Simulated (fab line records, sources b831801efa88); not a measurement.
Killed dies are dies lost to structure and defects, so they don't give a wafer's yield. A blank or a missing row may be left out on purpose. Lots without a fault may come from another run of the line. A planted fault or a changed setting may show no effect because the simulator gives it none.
Which tool did it? | flow sky130 | 12 lots, 36 wafers sampled, at 4 steps of a route of 708

WHAT THE GAUGES READ, wafer by wafer
SKY_METAL2_OVL_MEAS_16. Usual: METAL2_OVL -5 nm, standard deviation 6.4.
lot  | measured     | on         | METAL2_OVL (nm) | flag
L438 | day 36 21:37 | overlay-01 | 2 3 5           |
L437 | day 36 23:45 | overlay-02 | 3 -3 1          |
L439 | day 37 10:00 | overlay-01 | -7 -8 -15       |
L440 | day 37 20:57 | overlay-01 | -3 -10 -9       |
L441 | day 38 06:36 | overlay-02 | -15 -9 -15      |
L442 | day 38 14:40 | overlay-01 | -4 -10 -7       |
L443 | day 38 21:21 | overlay-02 | -13 -5 -14      |
L450 | day 40 11:13 | overlay-01 | -6 2 -5         |
L451 | day 40 21:14 | overlay-01 | -2 -7 1         |
L452 | day 41 08:33 | overlay-01 | -10 -8 -6       |
L454 | day 41 16:51 | overlay-02 | -1 -1 -12       |
L455 | day 41 21:33 | overlay-01 | -9 -4 -1        |

SKY_VIA2_THK_MEAS_01. Usual: VIA2_HDPCVD_THK 1185 nm, standard deviation 11.
lot  | measured     | on            | VIA2_HDPCVD_THK (nm) | flag
L438 | day 36 22:36 | film_metro-01 | 1189 1192 1190       |
L437 | day 37 00:44 | film_metro-01 | 1186 1182 1179       |
L439 | day 37 10:57 | film_metro-02 | 1190 1208 1202       |
L443 | day 38 22:20 | film_metro-01 | 1186 1172 1182       |
L450 | day 40 12:12 | film_metro-02 | 1184 1185 1181       |
L451 | day 40 22:11 | film_metro-03 | 1180 1192 1178       |
L452 | day 41 09:29 | film_metro-01 | 1203 1186 1192       |
L454 | day 41 17:49 | film_metro-01 | 1208 1191 1175       |
L455 | day 41 22:30 | film_metro-01 | 1181 1198 1186       |

WHICH TOOL RAN EACH LOT (tool, then ch and the chambers of the sampled wafers, then the start)
lot  | SKY_METAL2_ETCH_18                | SKY_METAL2_STRIP_20
L438 | rie_metal-01 ch 0,1, day 36 21:41 | plasma_asher-03 ch 0,1, day 36 21:51
L437 | rie_metal-02 ch 0,1, day 36 23:50 | plasma_asher-02 ch 0,1, day 36 23:59
L439 | rie_metal-02 ch 0,1, day 37 10:05 | plasma_asher-03 ch 0,1, day 37 10:15
L440 | rie_metal-02 ch 0, day 37 21:03   | plasma_asher-03 ch 0,1, day 37 21:21
L441 | rie_metal-02 ch 0, day 38 06:43   | plasma_asher-03 ch 0,1, day 38 07:00
L442 | rie_metal-03 ch 0,1, day 38 14:45 | plasma_asher-02 ch 0,1, day 38 14:58
L443 | rie_metal-01 ch 0,1, day 38 21:25 | plasma_asher-01 ch 0,1, day 38 21:34
L450 | rie_metal-02 ch 0,1, day 40 11:17 | plasma_asher-03 ch 0,1, day 40 11:26
L451 | rie_metal-03 ch 0, day 40 21:19   | plasma_asher-03 ch 0,1, day 40 21:28
L452 | rie_metal-03 ch 0,1, day 41 08:37 | plasma_asher-02 ch 1, day 41 08:46
L454 | rie_metal-02 ch 0,1, day 41 16:55 | plasma_asher-01 ch 0,1, day 41 17:04
L455 | rie_metal-01 ch 0,1, day 41 21:37 | plasma_asher-01 ch 0,1, day 41 21:46
- SKY_METAL2_ETCH_18: etches BARC in N2/H2, stops on SiO2, time 45.9 s, target depth 60 nm.
- SKY_METAL2_STRIP_20: strips in O2/N2.

WHAT THE TOOLS THEMSELVES READ (means of the sampled wafers that have a number; where no wafer has one, the mark that the record gives instead)
SKY_METAL2_ETCH_18. Usual: drypump_motor_current_A 6.0 A, standard deviation 0.36; oes_product_au 0.855 a.u., standard deviation 0.0045; throttle_valve_pct 13.224 %, standard deviation 0.0085.
lot  | tool         | drypump_motor_current_A (A) | oes_product_au (a.u.) | throttle_valve_pct (%) | flag
L438 | rie_metal-01 | 6.0                         | 0.855                 | 13.216                 |
L437 | rie_metal-02 | 5.7                         | 0.852                 | 13.220                 |
L439 | rie_metal-02 | 5.7                         | 0.855                 | 13.228                 |
L440 | rie_metal-02 | 5.6                         | 0.855                 | 13.226                 |
L441 | rie_metal-02 | 5.6                         | 0.858                 | 13.222                 |
L442 | rie_metal-03 | 6.0                         | 0.859                 | 13.223                 |
L443 | rie_metal-01 | 6.0                         | 0.852                 | 13.226                 |
L450 | rie_metal-02 | 5.7                         | 0.857                 | 13.225                 |
L451 | rie_metal-03 | 5.7                         | 0.857                 | 13.226                 |
L452 | rie_metal-03 | 6.0                         | 0.857                 | 13.225                 |
L454 | rie_metal-02 | 5.9                         | 0.857                 | 13.227                 |
L455 | rie_metal-01 | 6.1                         | 0.853                 | 13.225                 |

SKY_METAL2_STRIP_20. Usual: chamber_pressure_mTorr 1500.1 mTorr, standard deviation 1.4; drypump_motor_current_A 5.6 A, standard deviation 0.37; o2_flow_sccm 3000 sccm, standard deviation 8.5; oes_product_au 0.343 a.u., standard deviation 0.0042; strip_time_to_endpoint_s 2.698 s, standard deviation 0.026.
lot  | tool            | chamber_pressure_mTorr (mTorr) | drypump_motor_current_A (A) | o2_flow_sccm (sccm) | oes_product_au (a.u.) | strip_time_to_endpoint_s (s) | flag
L438 | plasma_asher-03 | 1500.5                         | 5.5                         | 3008                | 0.341                 | 2.709                        |
L437 | plasma_asher-02 | 1498.2                         | 5.8                         | 2993                | 0.343                 | 2.724                        |
L439 | plasma_asher-03 | 1500.5                         | 5.5                         | 2998                | 0.339                 | 2.679                        |
L440 | plasma_asher-03 | -                              | -                           | -                   | -                     | -                            | OFF
L441 | plasma_asher-03 | -                              | -                           | -                   | -                     | -                            | OFF
L442 | plasma_asher-02 | -                              | -                           | -                   | -                     | -                            | OFF
L443 | plasma_asher-01 | 1500.1                         | 5.9                         | 3004                | 0.345                 | 2.702                        |
L450 | plasma_asher-03 | 1499.1                         | 5.5                         | 2993                | 0.342                 | 2.736                        |
L451 | plasma_asher-03 | 1498.7                         | 5.5                         | 2999                | 0.341                 | 2.728                        |
L452 | plasma_asher-02 | 1501.0                         | 5.8                         | 2995                | 0.340                 | 2.692                        |
L454 | plasma_asher-01 | 1501.0                         | 5.9                         | 3002                | 0.345                 | 2.737                        |
L455 | plasma_asher-01 | 1500.6                         | 5.9                         | 3007                | 0.343                 | 2.672                        |

THE ANSWER, worked out from the rows above alone
Rule: a lot is off if the mean of its wafers that have a number lies more than 3 standard deviations from the usual mean. A lot without any number at a reading at which 4 lots or more have one is off too. The other lots that the step has rows for count as sound. The gauges are gone through in route order, then the tools' own readings, and for those a lot's mean is taken as printed above. The first step at which some lot is off is used, and at that step the reading that is off furthest; a lot without a number counts as furthest.
Off: L440, L441, L442, at SKY_METAL2_STRIP_20 (chamber_pressure_mTorr). Without a number there: L440, L441, L442.
A tool fits if, at that step or a process step before it, it ran every lot that is off, and no sound lot after the first of them. None of those tried fits.

WHAT THE SIMULATOR HAD PUT IN
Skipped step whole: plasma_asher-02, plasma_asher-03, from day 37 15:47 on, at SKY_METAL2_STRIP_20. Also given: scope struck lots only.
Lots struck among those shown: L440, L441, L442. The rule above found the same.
